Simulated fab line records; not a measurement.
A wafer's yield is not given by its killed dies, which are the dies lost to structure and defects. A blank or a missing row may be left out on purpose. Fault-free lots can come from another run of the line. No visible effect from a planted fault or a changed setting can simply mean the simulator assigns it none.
Comparing a struck lot with a sound one	flow sky130	16 steps out of a route of 708
Sound: wafers L760.1, L760.3, L760.4. The struck wafers were L767.2, L767.3, L767.6. The cause is named last.
At each step with rows: each side's tool, then ch and its chambers, then its first start. Under that, the readings that differ: sound wafers	struck wafers	difference of the means	sigmas: that difference in standard deviations of wafers without a fault.
alike: readings with means less than 2 such deviations apart, plus words and numbers identical on both sides. not compared: withheld readings, readings lacking a value on some wafer, bounds such as >300 that could conceal the same value, and numbers that have no deviation in the record and whose values overlap.
A row with sigmas, a row that says differs or no value, or rows on one side alone: a step with any of these is where the two part. Numbers that don't overlap but have no deviation are shown without sigmas and don't part them. A reading that every wafer of one side lacks parts them only if that side has two wafers or more.

first, 8 steps without rows for these wafers: SKY_CONTACT_DEHYDRATE_06 (time 60 s); SKY_CONTACT_HMDS_07 (prime time 60 s); SKY_CONTACT_COAT_08 (resist thk 60 nm); SKY_CONTACT_COAT_09 (resist thk 450 nm); SKY_CONTACT_SOFTBAKE_10 (time 90 s); SKY_CONTACT_EXPOSE_11 (exposes mask CTM1, target cd 170 nm); SKY_CONTACT_PEB_12; SKY_CONTACT_DEVELOP_13 (develop time 60 s).
SKY_CONTACT_CD_MEAS_14: target cd 170 nm.
  sound on cd sem-01, day 33 06:36; struck on cd sem-01, day 35 14:11
  alike: cd nm
SKY_CONTACT_OVL_MEAS_15:
  sound on overlay-02, day 33 06:43; struck on overlay-01, day 35 14:17
  alike: CONTACT_OVL
SKY_CONTACT_ETCH_16: etches BARC in N2/H2, stops on SiO2, time 45.9 s, target depth 60 nm.
  sound on rie diel-01 ch 0,1,3, day 33 06:45; struck on rie diel-04 ch 1,2,3, day 35 14:19
  alike: bias w, drypump motor current A, oes product au, throttle valve pct
  not compared: rf hours counter h
SKY_CONTACT_ETCH_17: etches SiO2 in C4F8/O2/Ar, stops on Si3N4, target depth 340 nm.
  sound on rie diel-01 ch 0,1,3, day 33 06:48; struck on rie diel-04 ch 1,2,3, day 35 14:22
  alike: bias w, oes product au
SKY_CONTACT_ETCH_18: etches Si3N4 in CHF3/O2, stops on TiN, time 39 s, target depth 75 nm.
  sound on rie diel-01 ch 0,1,3, day 33 06:00; struck on rie diel-04 ch 1,2,3, day 35 14:00
reading	sound	struck	difference	sigmas
bias w (W)	199.3 199.1 199.7	357.2 357.3 357.7	+158.0	+99 or more
model.KrF-thick_of_CONTACT_COAT_09.thk nm (nm)	241 239.1 243.7	223.1 223.7 223.5	-17.8	
model.TiN_of_LOCAL_INTERCONNECT_SPUTTER_00.thk nm (nm)	99.4 100.3 99.56	97.32 97.87 98.96	-1.70	
  alike: drypump motor current A, oes product au, throttle valve pct
  not compared: rf hours counter h
SKY_CONTACT_STRIP_19: strips in O2/N2.
  sound on plasma asher-04 ch 0,1, day 33 06:53; struck on plasma asher-04 ch 0,1, day 35 14:27
reading	sound	struck	difference	sigmas
strip time to endpoint s (s)	3.607 3.569 3.620	3.393 3.412 3.414	-0.192	-8
  alike: drypump motor current A, oes product au
  not compared: rf hours counter h
then, 1 step without rows for these wafers: SKY_CONTACT_STRIP_20 (strips in post etch residue remover, time 1200 s).
-- the record jumps here: 13 days lie between the struck wafers' starts before and after (it left off in module CONTACT and takes up again in module PAD_OPEN, whose first step shown is number 708 of the route) --
SKY_PAD_OPEN_PROBE_99:
  sound on prober-02, day 47 05:05; struck on prober-01, day 48 20:29
  alike: killed_at_M0_to_M3, killed_at_M4_up, killed at contacts, killed at front end, killed at other, killed dies, killed on rim, killed open, killed short

## WHERE THEY PART
Earliest at SKY_CONTACT_ETCH_18; latest, in this record, at SKY_CONTACT_STRIP_19. Later steps at which nothing parts them and some readings are alike: SKY_PAD_OPEN_PROBE_99.

WHY: what the simulator had put in
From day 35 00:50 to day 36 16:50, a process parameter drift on rie diel-04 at SKY_CONTACT_ETCH_18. A move of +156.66 in setting bias w, from 200. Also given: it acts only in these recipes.
